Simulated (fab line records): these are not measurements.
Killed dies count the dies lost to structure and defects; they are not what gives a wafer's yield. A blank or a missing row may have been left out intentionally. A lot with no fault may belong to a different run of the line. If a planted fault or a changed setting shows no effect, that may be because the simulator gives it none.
Matching of chambers :: flow gf180mcu :: rieDiel-03 running GF_M5_ETCH_09: 4 sister chambers
The step etches Si3N4 in CF4/O2, target depth 52 nm, time 11.6 s. 4 wafers are shown with their chamber, then 8 later ones without.

EACH WAFER AND ITS CHAMBER
wafer: L086.2
chamber: 2
drypumpMotorCurrentA (A): 5.6

wafer: L086.3
chamber: 1
drypumpMotorCurrentA (A): 5.8

wafer: L086.4
chamber: 3
drypumpMotorCurrentA (A): 5.5

wafer: L089.2
chamber: 0
drypumpMotorCurrentA (A): 6.0

WAFERS WITH NO CHAMBER GIVEN
wafer: L089.3
drypumpMotorCurrentA (A): 5.5

wafer: L089.6
drypumpMotorCurrentA (A): 5.8

wafer: L096.1
drypumpMotorCurrentA (A): 5.6

wafer: L096.2
drypumpMotorCurrentA (A): 5.8

wafer: L096.3
drypumpMotorCurrentA (A): 5.9

wafer: L096.4
drypumpMotorCurrentA (A): 5.9

wafer: L096.5
drypumpMotorCurrentA (A): 5.6

wafer: L096.6
drypumpMotorCurrentA (A): 5.8

THE CHAMBER EACH PASSED THROUGH
wafer: L089.3
from the rows above: 3
in truth: 3

wafer: L089.6
from the rows above: 1
in truth: 1

wafer: L096.1
from the rows above: 2
in truth: 2

wafer: L096.2
from the rows above: 1
in truth: 1

wafer: L096.3
from the rows above: can't be placed: 0 or 1
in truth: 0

wafer: L096.4
from the rows above: can't be placed: 0 or 1
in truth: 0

wafer: L096.5
from the rows above: 2
in truth: 2

wafer: L096.6
from the rows above: 1
in truth: 1
Correctly placed: 6 of 8. Cannot be placed on the basis of these rows: 2; the candidates contain the true chamber in 2. 0 placed wrongly.
How it was worked out, from the rows above alone: a wafer's distance from a chamber is the root of the sum, over the readings, of the square of ((its reading less the chamber's mean) divided by the reading's scatter). If the next closest chamber is less than 2 further off than the closest, the wafer can't be placed; otherwise it belongs to the closest. Each chamber's mean is taken over the wafers shown for it. The scatter: with one shown wafer a chamber, the root of the mean of the squares of how far each hidden wafer lies from its nearest shown one.
